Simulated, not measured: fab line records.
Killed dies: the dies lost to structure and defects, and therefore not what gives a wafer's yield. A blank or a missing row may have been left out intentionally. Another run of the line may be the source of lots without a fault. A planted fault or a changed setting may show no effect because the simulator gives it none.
Lot-split experiment :: flow sky130 :: 23 wafers read across 5 lots, on a route 708 steps long

## ON THE SPLIT
At SKY_METAL3_SPUTTER_01 (material TiN, target thk 20 nm, time 16.7 s), the setting power w was moved away from the recipe's 6500 W on 6 of the 23 wafers read, by -11.9% to +9.5%. For the rest of the wafers, this setting stayed at what the recipe calls for.

The split's own step is where the reading is taken.

## THE READING
TiN_of_METAL3_SPUTTER_01.thk nm (the simulator's own value, which no gauge read), in nm, at SKY_METAL3_SPUTTER_01 (material TiN, target thk 20 nm, time 16.7 s). There is no usual value for it anywhere in the file. Here, 17 wafers ran the recipe; their average is 19.84 nm with a standard deviation of 0.21 nm.

wafer: L074.1
tool, chamber at the split: pvd sputter-02, -
power w as run, W: 5725
against the recipe: -11.9%
TiN_of_METAL3_SPUTTER_01.thk nm, nm: 17.72
against lot-mates on the recipe: -1.92

wafer: L074.3
tool, chamber at the split: pvd sputter-02, -
power w as run, W: 5725
against the recipe: -11.9%
TiN_of_METAL3_SPUTTER_01.thk nm, nm: 17.76
against lot-mates on the recipe: -1.88

wafer: L074.4
tool, chamber at the split: pvd sputter-02, -
power w as run, W: 6500
against the recipe: recipe
TiN_of_METAL3_SPUTTER_01.thk nm, nm: 19.72
against lot-mates on the recipe: -

wafer: L074.5
tool, chamber at the split: pvd sputter-02, -
power w as run, W: 6500
against the recipe: recipe
TiN_of_METAL3_SPUTTER_01.thk nm, nm: 19.56
against lot-mates on the recipe: -

wafer: L074.6
tool, chamber at the split: pvd sputter-02, -
power w as run, W: 5725
against the recipe: -11.9%
TiN_of_METAL3_SPUTTER_01.thk nm, nm: 17.23
against lot-mates on the recipe: -2.41

wafer: L076.2
tool, chamber at the split: pvd sputter-02, -
power w as run, W: 6500
against the recipe: recipe
TiN_of_METAL3_SPUTTER_01.thk nm, nm: 19.54
against lot-mates on the recipe: -

wafer: L076.4
tool, chamber at the split: pvd sputter-02, -
power w as run, W: 6500
against the recipe: recipe
TiN_of_METAL3_SPUTTER_01.thk nm, nm: 19.98
against lot-mates on the recipe: -

wafer: L076.6
tool, chamber at the split: pvd sputter-02, -
power w as run, W: 6500
against the recipe: recipe
TiN_of_METAL3_SPUTTER_01.thk nm, nm: 19.47
against lot-mates on the recipe: -

wafer: L077.1
tool, chamber at the split: pvd sputter-04, -
power w as run, W: 6500
against the recipe: recipe
TiN_of_METAL3_SPUTTER_01.thk nm, nm: 19.71
against lot-mates on the recipe: -

wafer: L077.2
tool, chamber at the split: pvd sputter-04, -
power w as run, W: 6500
against the recipe: recipe
TiN_of_METAL3_SPUTTER_01.thk nm, nm: 19.83
against lot-mates on the recipe: -

wafer: L077.3
tool, chamber at the split: pvd sputter-04, -
power w as run, W: 6500
against the recipe: recipe
TiN_of_METAL3_SPUTTER_01.thk nm, nm: 20.05
against lot-mates on the recipe: -

wafer: L077.4
tool, chamber at the split: pvd sputter-04, -
power w as run, W: 6500
against the recipe: recipe
TiN_of_METAL3_SPUTTER_01.thk nm, nm: 20.04
against lot-mates on the recipe: -

wafer: L077.6
tool, chamber at the split: pvd sputter-04, -
power w as run, W: 6500
against the recipe: recipe
TiN_of_METAL3_SPUTTER_01.thk nm, nm: 19.66
against lot-mates on the recipe: -

wafer: L079.1
tool, chamber at the split: pvd sputter-01, -
power w as run, W: 7116
against the recipe: +9.5%
TiN_of_METAL3_SPUTTER_01.thk nm, nm: 21.88
against lot-mates on the recipe: +1.95

wafer: L079.4
tool, chamber at the split: pvd sputter-01, -
power w as run, W: 7116
against the recipe: +9.5%
TiN_of_METAL3_SPUTTER_01.thk nm, nm: 21.88
against lot-mates on the recipe: +1.95

wafer: L079.2
tool, chamber at the split: pvd sputter-01, -
power w as run, W: 6500
against the recipe: recipe
TiN_of_METAL3_SPUTTER_01.thk nm, nm: 19.92
against lot-mates on the recipe: -

wafer: L079.3
tool, chamber at the split: pvd sputter-01, -
power w as run, W: 6500
against the recipe: recipe
TiN_of_METAL3_SPUTTER_01.thk nm, nm: 19.94
against lot-mates on the recipe: -

wafer: L079.5
tool, chamber at the split: pvd sputter-01, -
power w as run, W: 7116
against the recipe: +9.5%
TiN_of_METAL3_SPUTTER_01.thk nm, nm: 21.9
against lot-mates on the recipe: +1.97

wafer: L084.2
tool, chamber at the split: pvd sputter-02, -
power w as run, W: 6500
against the recipe: recipe
TiN_of_METAL3_SPUTTER_01.thk nm, nm: 19.89
against lot-mates on the recipe: -

wafer: L084.3
tool, chamber at the split: pvd sputter-02, -
power w as run, W: 6500
against the recipe: recipe
TiN_of_METAL3_SPUTTER_01.thk nm, nm: 20.27
against lot-mates on the recipe: -

wafer: L084.4
tool, chamber at the split: pvd sputter-02, -
power w as run, W: 6500
against the recipe: recipe
TiN_of_METAL3_SPUTTER_01.thk nm, nm: 19.66
against lot-mates on the recipe: -

wafer: L084.5
tool, chamber at the split: pvd sputter-02, -
power w as run, W: 6500
against the recipe: recipe
TiN_of_METAL3_SPUTTER_01.thk nm, nm: 20.06
against lot-mates on the recipe: -

wafer: L084.6
tool, chamber at the split: pvd sputter-02, -
power w as run, W: 6500
against the recipe: recipe
TiN_of_METAL3_SPUTTER_01.thk nm, nm: 19.94
against lot-mates on the recipe: -

FIT RESULTS
A straight line over all 23 wafers: TiN_of_METAL3_SPUTTER_01.thk nm changes by +0.201 nm for each +1% of power w; r = +0.98; the points scatter about the line by 0.22 nm.
The same after taking each lot's own level away (the mean of its wafers on the recipe; 23 wafers): +0.187 nm for each +1%; r = +0.98; scatter 0.2 nm.
That fit puts the effect of the largest move of power w on the reading at 2.2 nm.
The lots' own levels span 19.640 to 19.964 nm, that is 1.5 times the standard deviation above.
The two slopes are in agreement: the lot-to-lot level therefore moves the slope only a little.
Check: for one of the wafers moved furthest among these (-11.9%), held out of the fit, the line's prediction against its lot-mates is -2.26 nm. Against them it came out at -1.92 nm.

## ADDITIONAL SPLITS CARRIED BY THESE WAFERS
These wafers also went through other splits before the reading. Each is held against what the fit with the lots' levels taken away leaves over:
other split on the same wafers: SKY_VIA1_CMP_02 leave above ref nm
wafers away from the commonest value: 10
r with TiN_of_METAL3_SPUTTER_01.thk nm (lot level and that fit taken away): -0.02

other split on the same wafers: SKY_VIA1_SOFTBAKE_08 time s
wafers away from the commonest value: 9
r with TiN_of_METAL3_SPUTTER_01.thk nm (lot level and that fit taken away): -0.01

other split on the same wafers: SKY_VIA1_SPUTTER_20 time s
wafers away from the commonest value: 9
r with TiN_of_METAL3_SPUTTER_01.thk nm (lot level and that fit taken away): +0.06

other split on the same wafers: SKY_METAL2_SPUTTER_02 time s
wafers away from the commonest value: 11
r with TiN_of_METAL3_SPUTTER_01.thk nm (lot level and that fit taken away): +0.34

other split on the same wafers: SKY_METAL2_DEVELOP_14 develop time s
wafers away from the commonest value: 8
r with TiN_of_METAL3_SPUTTER_01.thk nm (lot level and that fit taken away): +0.06

other split on the same wafers: SKY_VIA2_HDPCVD_00 time s
wafers away from the commonest value: 7
r with TiN_of_METAL3_SPUTTER_01.thk nm (lot level and that fit taken away): +0.04

other split on the same wafers: SKY_VIA2_COAT_07 resist thk nm
wafers away from the commonest value: 6
r with TiN_of_METAL3_SPUTTER_01.thk nm (lot level and that fit taken away): -0.25

other split on the same wafers: SKY_VIA2_ETCH_14 source w
wafers away from the commonest value: 7
r with TiN_of_METAL3_SPUTTER_01.thk nm (lot level and that fit taken away): -0.06

## THE FILE'S OWN FIT
TiN_of_METAL3_SPUTTER_01.thk nm changes by +0.186 nm for each +1% of power w, r = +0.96.
